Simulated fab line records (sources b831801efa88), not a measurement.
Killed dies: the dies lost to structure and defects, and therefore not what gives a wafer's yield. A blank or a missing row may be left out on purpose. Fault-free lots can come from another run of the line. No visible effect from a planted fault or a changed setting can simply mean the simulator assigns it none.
fab line records | flow sky130
[record] lots = 6 wafers = 18 last-day = 50
route steps=708 shown POLY_CUT@312 SD_P@320 PAD_OPEN@708
lots that met no fault: from a run of the same line without faults
start-h: the number of hours between the record's first day and the start of the first shown wafer of the lot | wait-h: hours from the lot's prior step to this one | " as in the row above | L1.1+2: a row that stands for several wafers | - value missing, or start not given | * or withheld: withheld | < > ~ a bound
route shown NAME@n: NAME is a module with steps in the file, n the number in the route of the first one | usual: the fault-free wafers' mean and standard deviation | same: alike in all rows | chamber/n: place in a boat | sites: the reading at each site | _std_site: the standard deviation of these | _edge_site: mean of outer sites minus mean of inner sites | radius-mm: for every site, how far away it sits from the centre of the wafer | mask NAME#n: copy n | behind: tool/chamber where the wafer was last shaped | hold: cause of the lot's hold/its duration in hours/its outcome | device: the transistor (n, p or np) that didn't switch | end of line: at the end of the route, the tests of the same wafers | step lacking rows: just its recipe | killed: count of dies lost to structure and defects at first sort (not the wafer's yield) | map: a wafer's dies, marking killed ones x, the rest . and places with no die _
set.NAME: the setting the step ran with; set.NAME@STEP: the setting that earlier step ran with | model.NAME: the simulator's own value behind a step, which no gauge read
a table for each step, a row for each wafer; lots at some steps of the route
services: when a tool's chamber went out of use (start-h, in hours from the record's first day, below 0 if earlier), for how many hours, and the reason
[[steps]]
[step SKY_POLY_CUT_EXPOSE_05]
[recipe] mask-id = NPCM na = 0.8 source-shape = annular sigma-inner = 0.55 sigma-outer = 0.85 target-cd-nm = 270 dose-mj = 32
[step SKY_POLY_CUT_PEB_06]
[recipe] peb-temp-c = withheld peb-time-s = withheld resist = KrF-thick
[step SKY_POLY_CUT_DEVELOP_07]
[recipe] develop-time-s = 60 resist = KrF-thick dev-temp-c = 21
[step SKY_POLY_CUT_CD_MEAS_08]
[recipe] target-cd-nm = 270
[usual] cd-nm = 270.0/1.6
// columns lot.wafer tool chamber start-h wait-h cd-nm
L610.3 cd-sem-01 - 638.51 - 267.6
L610.5 " - " " 267.4
L610.6 " - " " 267.8
L613.1 cd-sem-01 - 650.82 - 271.7
L613.3 " - " " 269.5
L613.5 " - " " 271.0
L623.3 cd-sem-02 - 723.01 - 269.8
L623.4 " - " " 270.4
L623.5 " - " " 270.5
L624.1 cd-sem-01 - 725.80 - 271.9
L624.2 " - " " 271.4
L624.3 " - " " 271.6
L625.2 cd-sem-01 - 736.63 - 267.5
L625.3 " - " " 267.0
L625.5 " - " " 268.8
L626.2 cd-sem-02 - 742.78 - 272.4
L626.4 " - " " 271.6
L626.5 " - " " 274.0
[step SKY_POLY_CUT_OVL_MEAS_09]
[usual] POLY_CUT_OVL = 3/6.9
// columns lot.wafer tool chamber start-h wait-h POLY_CUT_OVL[nm]
L610.3 overlay-02 - 638.60 0.1 1
L610.5 " - " " 7
L610.6 " - " " 6
L613.1 overlay-01 - 650.94 0.1 -6
L613.3 " - " " 6
L613.5 " - " " 0
L623.3 overlay-01 - 723.10 0.1 -9
L623.4 " - " " -4
L623.5 " - " " -5
L624.1 overlay-02 - 725.92 0.1 11
L624.2 " - " " 9
L624.3 " - " " 19
L625.2 overlay-02 - 736.74 0.1 4
L625.3 " - " " 2
L625.5 " - " " 1
L626.2 overlay-02 - 742.89 0.1 -5
L626.4 " - " " 1
L626.5 " - " " 9
[step SKY_POLY_CUT_ETCH_10]
[recipe] chemistry = N2/H2 target = BARC ion-energy-ev = 200 source-w = 500 bias-w = 100 pressure-mtorr = 30 n2-flow-sccm = 100 h2-flow-sccm = 200 stop-on = SiO2 time-s = 45.9 target-depth-a = 600
[usual] drypump-motor-current-A = 5.7/0.45 h2-flow-sccm = 200.0/0.6 oes-product-au = 0.854/0.0042 rf-fwd-power-W = 494.9/2.2 throttle-valve-pct = 13.223/0.0086
[same] time-s = 45.9
// columns lot.wafer tool chamber start-h wait-h drypump-motor-current-A h2-flow-sccm oes-product-au rf-fwd-power-W rf-hours-counter-h throttle-valve-pct
L610.3 rie-diel-03 0 638.62 0.0 5.6 200.9 0.858 496.8 15 13.221
L610.5 " 0 " " 5.6 200.4 0.854 495.5 - 13.232
L610.6 " 3 " " 5.4 200.0 0.862 496.3 - 13.228
L613.1 rie-diel-04 0 650.97 0.0 6.4 199.7 0.851 493.2 2 13.222
L613.3 " 1 " " 5.1 198.8 0.856 489.8 17 13.230
L613.5 " 0 " " 6.5 200.3 0.852 494.0 - 13.219
L623.3 rie-diel-02 3 723.12 0.0 5.7 199.7 0.850 499.4 19 13.215
L623.4 " 1 " " 5.5 199.5 0.858 495.6 8 13.215
L623.5 " 2 " " 6.4 199.6 0.851 488.4 - 13.213
L624.1 rie-diel-03 0 725.96 0.0 5.6 199.6 0.853 496.6 16 13.216
L624.2 " 3 " " 5.4 201.0 0.855 494.5 2 13.234
L624.3 " 2 " " 5.5 199.9 0.860 495.4 4 13.209
L625.2 rie-diel-03 3 736.77 0.0 5.4 199.6 0.853 495.3 2 13.224
L625.3 " 1 " " 6.2 199.6 0.864 495.3 3 13.221
L625.5 " 2 " " 5.5 199.9 0.856 497.9 - 13.223
L626.2 rie-diel-02 2 742.92 0.0 6.4 201.3 0.858 492.8 10 13.207
L626.4 " 3 " " 5.7 199.8 0.849 496.5 19 13.223
L626.5 " 2 " " 6.4 201.1 0.858 491.9 - 13.221
[step SKY_POLY_CUT_ETCH_11]
[recipe] target = Si3N4 chemistry = CF4/CH2F2/Ar stop-on = poly-Si source-w = 600 bias-w = 150 pressure-mtorr = 40 cf4-flow-sccm = 40 ch2f2-flow-sccm = 20 Ar_flow_sccm = 150 time-s = 42.5 target-depth-a = 600
[usual] drypump-motor-current-A = 5.7/0.45 oes-product-au = 0.831/0.0067 rf-fwd-power-W = 593.7/2.8 throttle-valve-pct = 14.994/0.0085
[same] time-s = 42.5
// columns lot.wafer tool chamber start-h wait-h drypump-motor-current-A oes-product-au rf-fwd-power-W rf-hours-counter-h throttle-valve-pct
L610.3 rie-diel-03 0 638.66 0.0 5.6 0.828 595.5 15 14.992
L610.5 " 0 " " 5.6 0.829 596.8 - 14.993
L610.6 " 3 " " 5.4 0.830 595.8 - 14.988
L613.1 rie-diel-04 0 651.01 0.0 6.4 0.831 594.4 2 14.990
L613.3 " 1 " " 5.1 0.823 595.2 17 14.990
L613.5 " 0 " " 6.5 0.833 590.9 - 14.988
L623.3 rie-diel-02 3 723.16 0.0 5.7 0.835 597.1 19 14.998
L623.4 " 1 " " 5.4 0.828 593.8 8 14.990
L623.5 " 2 " " 6.4 0.828 589.4 - 14.998
L624.1 rie-diel-03 0 726.00 0.0 5.6 0.822 593.2 16 14.991
L624.2 " 3 " " 5.4 0.830 591.0 2 15.005
L624.3 " 2 " " 5.5 0.820 597.3 4 14.985
L625.2 rie-diel-03 3 736.81 0.0 5.3 0.825 592.1 2 14.999
L625.3 " 1 " " 6.2 0.828 590.9 3 14.988
L625.5 " 2 " " 5.5 0.829 594.4 - 14.980
L626.2 rie-diel-02 2 742.96 0.0 6.4 0.847 590.6 10 15.006
L626.4 " 3 " " 5.7 0.836 597.4 19 14.999
L626.5 " 2 " " 6.4 0.824 586.0 - 15.006
[step SKY_POLY_CUT_STRIP_12]
[recipe] chemistry = O2/N2 power-w = 1400 pressure-mtorr = 1500 platen-temp-c = withheld o2-flow-sccm = 3000 n2-flow-sccm = 300 overash-fraction = 0.5
[usual] drypump-motor-current-A = 5.93/0.26 oes-product-au = 0.452/0.0045 strip-time-to-endpoint-s = 5.355/0.018
// columns lot.wafer tool chamber start-h wait-h drypump-motor-current-A oes-product-au rf-hours-counter-h strip-time-to-endpoint-s
L610.3 plasma-asher-02 1 638.74 0.1 5.80 0.456 - 5.374
L610.5 " 1 " " 5.80 0.455 - 5.349
L610.6 " 0 " " 5.62 0.451 - 5.350
L613.1 plasma-asher-04 1 651.05 0.0 6.19 0.455 23 5.365
L613.3 " 1 " " 6.17 0.446 - 5.384
L613.5 " 1 " " 6.23 0.455 - 5.361
L623.3 plasma-asher-04 1 723.24 0.1 6.19 0.447 - 5.370
L623.4 " 0 " " 5.59 0.448 - 5.334
L623.5 " 0 " " 5.58 0.451 - 5.354
L624.1 plasma-asher-01 0 726.04 0.0 5.94 0.452 58 5.345
L624.2 " 1 " " 6.29 0.460 58 5.344
L624.3 " 0 " " 5.93 0.453 - 5.345
L625.2 plasma-asher-01 1 736.85 0.0 6.30 0.447 60 5.364
L625.3 " 1 " " 6.30 0.454 - 5.338
L625.5 " 1 " " 6.30 0.451 - 5.379
L626.2 plasma-asher-02 0 743.00 0.0 5.62 0.448 0 5.333
L626.4 " 1 " " 5.80 0.452 - 5.343
L626.5 " 1 " " 5.82 0.449 - 5.357
[step SKY_SD_P_DEHYDRATE_00]
[recipe] temp-c = 200 time-s = 60
[step SKY_SD_P_HMDS_01]
[recipe] prime-time-s = 60 prime-temp-c = 120
[step SKY_SD_P_COAT_02]
[recipe] resist = NOVOLAK spin-rpm = 3000 resist-thk-nm = 1140
[step SKY_SD_P_SOFTBAKE_03]
[recipe] temp-c = 90 time-s = 60 resist = NOVOLAK
[step SKY_SD_P_EXPOSE_04]
[recipe] mask-id = PSDM na = 0.6 source-shape = conventional sigma-outer = 0.6 polarization = unpolarized target-cd-nm = 380 dose-mj = 138
[usual] stage-vel-mm-s = 500.01/0.25
[same] sigma-outer = 0.6
// columns lot.wafer tool chamber start-h wait-h mask stage-vel-mm-s model.SD_P.overlay-x-nm
L610.3 iline-stepper-02 0 653.51 - PSDM#0 500.57 -3.496
L610.5 " 0 " " PSDM#0 499.83 -3.496
L610.6 " 0 " " PSDM#0 500.16 -3.496
L613.1 iline-stepper-01 0 665.53 - PSDM#0 499.63 1.306
L613.3 " 0 " " PSDM#0 499.93 1.306
L613.5 " 0 " " PSDM#0 499.62 1.306
L623.3 iline-stepper-01 0 737.26 - PSDM#0 499.88 -56.35
L623.4 " 0 " " PSDM#0 499.87 -56.35
L623.5 " 0 " " PSDM#0 500.13 -56.35
L624.1 iline-stepper-02 0 739.57 - PSDM#0 500.08 0.4767
L624.2 " 0 " " PSDM#0 499.80 0.4767
L624.3 " 0 " " PSDM#0 499.94 0.4767
L625.2 iline-stepper-01 0 751.16 - PSDM#0 500.18 -58.59
L625.3 " 0 " " PSDM#0 500.44 -58.59
L625.5 " 0 " " PSDM#0 499.95 -58.59
L626.2 iline-stepper-02 0 756.26 - PSDM#0 500.48 0.1927
L626.4 " 0 " " PSDM#0 500.25 0.1927
L626.5 " 0 " " PSDM#0 500.33 0.1927
[step SKY_SD_P_PEB_05]
[recipe] temp-c = withheld time-s = * resist = NOVOLAK
[step SKY_SD_P_DEVELOP_06]
[recipe] resist = NOVOLAK developer = TMAH develop-time-s = 60 dev-temp-c = 23
[step SKY_SD_P_CD_MEAS_07]
[recipe] target-cd-nm = 380
[usual] cd-nm = 379.4/2.1
// columns lot.wafer tool chamber start-h wait-h cd-nm
L610.3 cd-sem-02 - 667.16 0.1 376.2
L610.5 " - " " 374.8
L610.6 " - " " 376.7
L613.1 cd-sem-02 - 680.17 0.1 376.1
L613.3 " - " " 374.3
L613.5 " - " " 376.2
L623.3 cd-sem-01 - 751.09 0.1 379.1
L623.4 " - " " 378.4
L623.5 " - " " 378.6
L624.1 cd-sem-01 - 752.62 0.1 381.0
L624.2 " - " " 378.3
L624.3 " - " " 378.0
L625.2 cd-sem-02 - 763.54 0.1 376.3
L625.3 " - " " 378.9
L625.5 " - " " 376.7
L626.2 cd-sem-02 - 768.59 0.1 384.9
L626.4 " - " " 382.7
L626.5 " - " " 379.9
[step SKY_SD_P_OVL_MEAS_08]
[usual] SD_P_OVL = -0.6/1.5
// columns lot.wafer tool chamber start-h wait-h SD_P_OVL[nm]
L610.3 overlay-02 - 667.25 0.1 -3.6
L610.5 " - " " -3.9
L610.6 " - " " -2.7
L613.1 overlay-01 - 680.29 0.1 0.0
L613.3 " - " " -0.2
L613.5 " - " " -0.1
L623.3 overlay-02 - 751.19 0.1 -56.4
L623.4 " - " " -57.2
L623.5 " - " " -57.5
L624.1 overlay-02 - 752.74 0.1 -0.8
L624.2 " - " " -1.3
L624.3 " - " " -0.6
L625.2 overlay-02 - 763.64 0.1 -58.4
L625.3 " - " " -59.0
L625.5 " - " " -58.5
L626.2 overlay-02 - 768.70 0.1 1.0
L626.4 " - " " 0.6
L626.5 " - " " 0.4
[step SKY_SD_P_IMPLANT_09]
[recipe] species = BF2 energy-kev = 20 dose-cm2 = 3e+15 tilt-deg = 0
[step SKY_PAD_OPEN_PROBE_99]
[usual] killed_at_M0_to_M3 = 43/7.5 killed_at_M4_up = 3.0/1.6 killed-at-contacts = 23/5.8 killed-at-front-end = 14/4.8 killed-at-other = 0.3/0.52 killed-dies = 84/9.1 killed-on-rim = 16/3.4 killed-open = 47/7.2 killed-short = 37/5.8
[same] gross-dies = 492 killed-at-back-side = 0
// columns lot.wafer tool chamber start-h wait-h killed_at_M0_to_M3 killed_at_M4_up killed-at-contacts killed-at-front-end killed-at-other killed-dies killed-on-rim killed-open killed-short
L610.3 prober-01 - 1137.57 0.2 40 3 24 27 0 94 24 52 42
L610.5 prober-01 - 1137.67 0.2 41 2 17 17 1 78 13 47 31
L610.6 prober-01 - 1137.72 0.2 43 5 17 20 1 86 19 42 44
L613.1 prober-02 - 1143.63 0.1 37 3 18 17 0 75 15 43 32
L613.3 prober-02 - 1143.73 0.2 39 4 25 15 0 83 23 48 35
L613.5 prober-02 - 1143.83 0.2 35 1 26 16 1 79 19 44 35
L624.1 prober-02 - 1185.48 0.1 29 5 27 14 0 75 10 37 38
L624.2 prober-02 - 1185.53 0.1 44 7 17 25 0 93 24 41 52
L624.3 prober-02 - 1185.58 0.2 38 1 19 19 0 77 17 38 39
// killed by level:class
L610.3 VIA1:geometric-particle:open=9 POLY_GATE:geometric-particle:open=8 FIELD_ISO:geometric-particle:open=7 LI_CONTACT:geometric-particle:open=6 CONTACT:geometric-particle:open=6 CONTACT:geometric-particle:short=5 VIA1:geometric-particle:short=5 POLY_GATE:geometric-particle:short=4
L610.5 VIA1:geometric-particle:open=13 VIA3:geometric-particle:open=8 CONTACT:geometric-particle:open=6 LI_CONTACT:geometric-particle:open=6 METAL2:geometric-particle:short=6 FIELD_ISO:geometric-particle:short=5 POLY_GATE:geometric-particle:open=5 VIA2:geometric-particle:open=5
L610.6 FIELD_ISO:geometric-particle:short=9 VIA1:geometric-particle:open=9 VIA2:geometric-particle:open=8 VIA3:geometric-particle:open=7 CONTACT:geometric-particle:open=6 METAL1:geometric-particle:short=6 LI_CONTACT:geometric-particle:open=5 METAL4:geometric-particle:short=5
L613.1 VIA1:geometric-particle:open=10 LI_CONTACT:geometric-particle:open=8 POLY_GATE:geometric-particle:open=6 VIA2:geometric-particle:open=5 VIA3:geometric-particle:short=4 VIA1:geometric-particle:short=4 METAL3:geometric-particle:short=4 FIELD_ISO:geometric-particle:open=3
L613.3 VIA3:geometric-particle:open=10 LI_CONTACT:geometric-particle:open=9 VIA1:geometric-particle:open=8 CONTACT:geometric-particle:open=8 FIELD_ISO:geometric-particle:short=6 VIA1:geometric-particle:short=6 FIELD_ISO:geometric-particle:open=4 POLY_GATE:geometric-particle:open=4
L613.5 VIA1:geometric-particle:open=9 CONTACT:geometric-particle:open=7 FIELD_ISO:geometric-particle:open=5 LI_CONTACT:geometric-particle:short=5 CONTACT:geometric-particle:short=5 VIA1:geometric-particle:short=5 POLY_GATE:geometric-particle:open=4 LOCAL_INTERCONNECT:geometric-particle:short=4
L624.1 CONTACT:geometric-particle:open=9 LOCAL_INTERCONNECT:geometric-particle:short=8 VIA1:geometric-particle:open=6 POLY_GATE:geometric-particle:open=5 VIA3:geometric-particle:open=5 LI_CONTACT:geometric-particle:open=4 CONTACT:geometric-particle:short=4 METAL1:geometric-particle:short=4
L624.2 VIA1:geometric-particle:open=12 VIA1:geometric-particle:short=8 FIELD_ISO:geometric-particle:short=7 CONTACT:geometric-particle:short=7 METAL2:geometric-particle:short=7 POLY_GATE:geometric-particle:short=6 POLY_GATE:geometric-particle:open=5 CONTACT:geometric-particle:open=5
L624.3 POLY_GATE:geometric-particle:open=6 VIA1:geometric-particle:open=6 VIA3:geometric-particle:open=6 LI_CONTACT:geometric-particle:open=5 LOCAL_INTERCONNECT:geometric-particle:short=5 METAL2:geometric-particle:short=5 METAL1:geometric-particle:short=5 METAL3:geometric-particle:short=5
[[services]]
// columns tool chamber start-h hours kind
plasma-asher-02 - 614.75 4.3 pm
iline-stepper-01 - 617.93 15.5 repair
rie-diel-04 3 623.78 6.0 repair
rie-diel-02 - 636.73 14.6 pm
iline-stepper-01 - 640.08 1.7 pm
rie-diel-03 3 647.13 13.2 repair
rie-diel-04 2 649.98 - clean
rie-diel-04 2 649.98 22.4 scheduled-down
rie-diel-04 2 649.98 22.4 vent-cycle
rie-diel-02 1 664.40 11.0 repair
rie-diel-04 3 674.31 8.3 repair
rie-diel-03 1 682.75 5.4 repair
rie-diel-04 2 683.51 7.9 repair
plasma-asher-04 - 684.14 0.4 repair
rie-diel-04 0 708.33 4.6 repair
plasma-asher-02 - 725.05 4.6 repair
plasma-asher-02 - 733.75 9.0 pm
plasma-asher-02 0 733.75 9.0 vent-cycle
plasma-asher-02 1 733.75 9.0 vent-cycle
iline-stepper-02 - 741.57 1.7 pm
plasma-asher-02 0 742.75 - clean
plasma-asher-02 1 742.75 - clean
[[key]]
[first-sign] step = SKY_SD_P_OVL_MEAS_08 reading = SD_P_OVL direction = down sigmas = 37 usual = -0.6 struck = -57.8
effect none on later readings
[model-effect] step = SKY_SD_P_EXPOSE_04 value = SD_P.overlay-x-nm without = 0.1049 struck = -57.47
met-at SKY_SD_P_EXPOSE_04
struck-wafers L623.3,L623.4,L623.5,L625.2,L625.3,L625.5
tester-left-out L623,L625
onset-between 665.53 737.26
[fault] kind = scanner-matching-overlay tool = iline-stepper-01 chamber = - onset-h = 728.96 steps = SKY_SD_P_EXPOSE_04 offset = -57.576
// tester-left-out: of these lots the tester's yield and bins aren't shown, on N5 and GAA mostly nor the transistor test; their killed dies are dies lost to structure and defects alone, not to doping, threshold or leakage, so they don't give the yield
